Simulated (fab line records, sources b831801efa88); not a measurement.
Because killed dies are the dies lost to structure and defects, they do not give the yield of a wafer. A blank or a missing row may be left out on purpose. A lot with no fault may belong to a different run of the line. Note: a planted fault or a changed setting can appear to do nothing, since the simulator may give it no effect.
Which tool is to blame? ; flow sky130 ; 33 wafers from 11 lots sampled at 5 of the route's 708 steps

WHAT THE GAUGES SHOWED, per wafer
SKY_METAL1_CD_MEAS_15: target cd 140 nm. Usual: 140.4 nm for cd_nm, sd 1.4.
lot;measured;on;cd_nm (nm);flag
L363;day 32 08:10;cd_sem-01;141.8 139.1 141.3;
L364;day 32 09:17;cd_sem-01;138.6 138.9 138.6;
L365;day 32 14:56;cd_sem-01;139.0 138.7 138.4;
L366;day 33 06:13;cd_sem-02;140.1 140.3 140.3;
L369;day 34 02:08;cd_sem-01;138.7 140.3 140.3;
L370;day 34 13:03;cd_sem-01;141.9 142.7 142.4;
L372;day 35 04:40;cd_sem-02;141.7 141.1 140.2;
L376;day 36 02:01;cd_sem-01;141.1 139.6 140.1;
L378;day 36 20:35;cd_sem-02;142.7 144.2 142.8;
L381;day 37 20:46;cd_sem-01;140.8 140.3 140.3;
L382;day 38 20:04;cd_sem-02;142.7 140.4 140.1;

SKY_VIA1_OVL_MEAS_13. Usual: VIA1_OVL gives 1 nm (standard deviation 4.5).
lot;measured;on;VIA1_OVL (nm);flag
L363;day 33 11:36;overlay-02;8 2 5;
L364;day 33 12:35;overlay-02;10 1 4;
L365;day 33 18:44;overlay-02;5 -2 5;
L366;day 34 10:02;overlay-01;4 4 4;
L369;day 35 05:53;overlay-01;4 0 4;
L370;day 35 17:11;overlay-02;-5 2 -4;
L372;day 36 09:00;overlay-02;9 9 4;
L376;day 37 06:51;overlay-01;4 3 2;
L378;day 38 00:49;overlay-01;0 5 3;
L381;day 39 00:31;overlay-01;3 4 3;
L382;day 40 01:20;overlay-02;-8 -6 -16;

SKY_VIA3_THK_MEAS_01. Usual: VIA3_HDPCVD_THK gives 1634 nm (standard deviation 17).
lot;measured;on;VIA3_HDPCVD_THK (nm);flag
L363;day 38 05:56;film_metro-02;1658 1662 1646;
L364;day 38 06:27;film_metro-04;1626 1658 1644;
L365;day 38 12:13;film_metro-02;1623 1608 1615;
L366;day 39 02:31;film_metro-04;1637 1662 1667;
L369;day 39 22:58;film_metro-03;1621 1281 1299;OFF
L370;day 40 11:38;film_metro-04;1657 1616 1618;
L372;day 41 00:35;film_metro-04;1620 1623 1297;OFF
L376;day 41 22:52;film_metro-02;1649 1638 1648;
L378;day 42 14:16;film_metro-03;1637 1633 1625;
L381;day 43 09:29;film_metro-04;1649 1649 1635;
L382;day 44 07:35;film_metro-03;1644 1619 1639;

EACH LOT AND THE TOOL THAT RAN IT (in order: tool; ch and the chambers of the sampled wafers; start)
lot;SKY_VIA1_CMP_02;SKY_VIA3_HDPCVD_00
L363;cmp-01 ch 0,2,3, day 32 09:17;hdpcvd-02 ch 0,2, day 38 05:45
L364;cmp-01 ch 0,1,2, day 32 10:29;hdpcvd-01 ch 1,2, day 38 06:17
L365;cmp-01 ch 0,1, day 32 16:04;hdpcvd-02 ch 0,2, day 38 12:02
L366;cmp-02 ch 0,1, day 33 07:26;hdpcvd-01 ch 0,1,2, day 39 02:21
L369;cmp-01 ch 1,2, day 34 03:22;hdpcvd-02 ch 1,2, day 39 22:48
L370;cmp-02 ch 1,2,3, day 34 14:11;hdpcvd-01 ch 0,2, day 40 11:28
L372;cmp-01 ch 1,2,3, day 35 05:53;hdpcvd-02 ch 0,1,2, day 41 00:24
L376;cmp-01 ch 1,2, day 36 03:05;hdpcvd-01 ch 0,1, day 41 22:40
L378;cmp-02 ch 0,3, day 36 21:50;hdpcvd-01 ch 1,2, day 42 14:05
L381;cmp-02 ch 2,3, day 37 22:25;hdpcvd-02 ch 0,2, day 43 09:14
L382;cmp-02 ch 1,3, day 38 21:37;hdpcvd-01 ch 0,1,2, day 44 07:25
- SKY_VIA1_CMP_02: polishes SiO2.
- SKY_VIA3_HDPCVD_00: deposits SiO2, target thk 1635 nm, time 272.5 s.

AS READ BY THE TOOLS THEMSELVES (means over the sampled wafers that have a number; for cases with no such wafer, the mark the record gives instead)
SKY_VIA1_CMP_02. Usual: motor_current_A 11.8 A, standard deviation 1; slurry_filter_dp_kPa 13.49 kPa, standard deviation 0.13.
lot;tool;motor_current_A (A);slurry_filter_dp_kPa (kPa);flag
L363;cmp-01;11.2;13.38;
L364;cmp-01;11.4;13.51;
L365;cmp-01;10.8;13.45;
L366;cmp-02;12.4;13.52;
L369;cmp-01;12.2;13.48;
L370;cmp-02;12.3;13.50;
L372;cmp-01;11.6;13.53;
L376;cmp-01;11.8;13.45;
L378;cmp-02;11.2;13.28;
L381;cmp-02;11.8;13.51;
L382;cmp-02;11.4;13.57;

SKY_VIA3_HDPCVD_00. Usual: 6.001 mTorr for pressure_mtorr, sd 0.013.
lot;tool;pressure_mtorr (mTorr);flag
L363;hdpcvd-02;6.009;
L364;hdpcvd-01;6.006;
L365;hdpcvd-02;6.003;
L366;hdpcvd-01;5.993;
L369;hdpcvd-02;6.000;
L370;hdpcvd-01;6.009;
L372;hdpcvd-02;5.998;
L376;hdpcvd-01;6.004;
L378;hdpcvd-01;6.000;
L381;hdpcvd-02;5.991;
L382;hdpcvd-01;6.008;

THE ANSWER, worked out from the rows above alone
Rule: a lot is off if the mean of its wafers that have a number lies more than 3 standard deviations from the usual mean. A lot without any number at a reading at which 4 lots or more have one is off too. Where the step has rows for the other lots, those lots are counted as sound. First the gauges in route order, then the tools' own readings, where a lot's mean is used as printed above. At the first step where some lot is off, the reading lying furthest off is the one used; lots without a number count as furthest.
Off: at SKY_VIA3_THK_MEAS_01 (VIA3_HDPCVD_THK), L369, L372.
If a tool, at a process step before that reading, ran all the lots that are off and no sound lot after the first of them, it fits. Those tools and the gauges at SKY_VIA3_THK_MEAS_01 are tried in the same way. Of those tried, none fits.

WHAT THE SIMULATOR HAD INSERTED
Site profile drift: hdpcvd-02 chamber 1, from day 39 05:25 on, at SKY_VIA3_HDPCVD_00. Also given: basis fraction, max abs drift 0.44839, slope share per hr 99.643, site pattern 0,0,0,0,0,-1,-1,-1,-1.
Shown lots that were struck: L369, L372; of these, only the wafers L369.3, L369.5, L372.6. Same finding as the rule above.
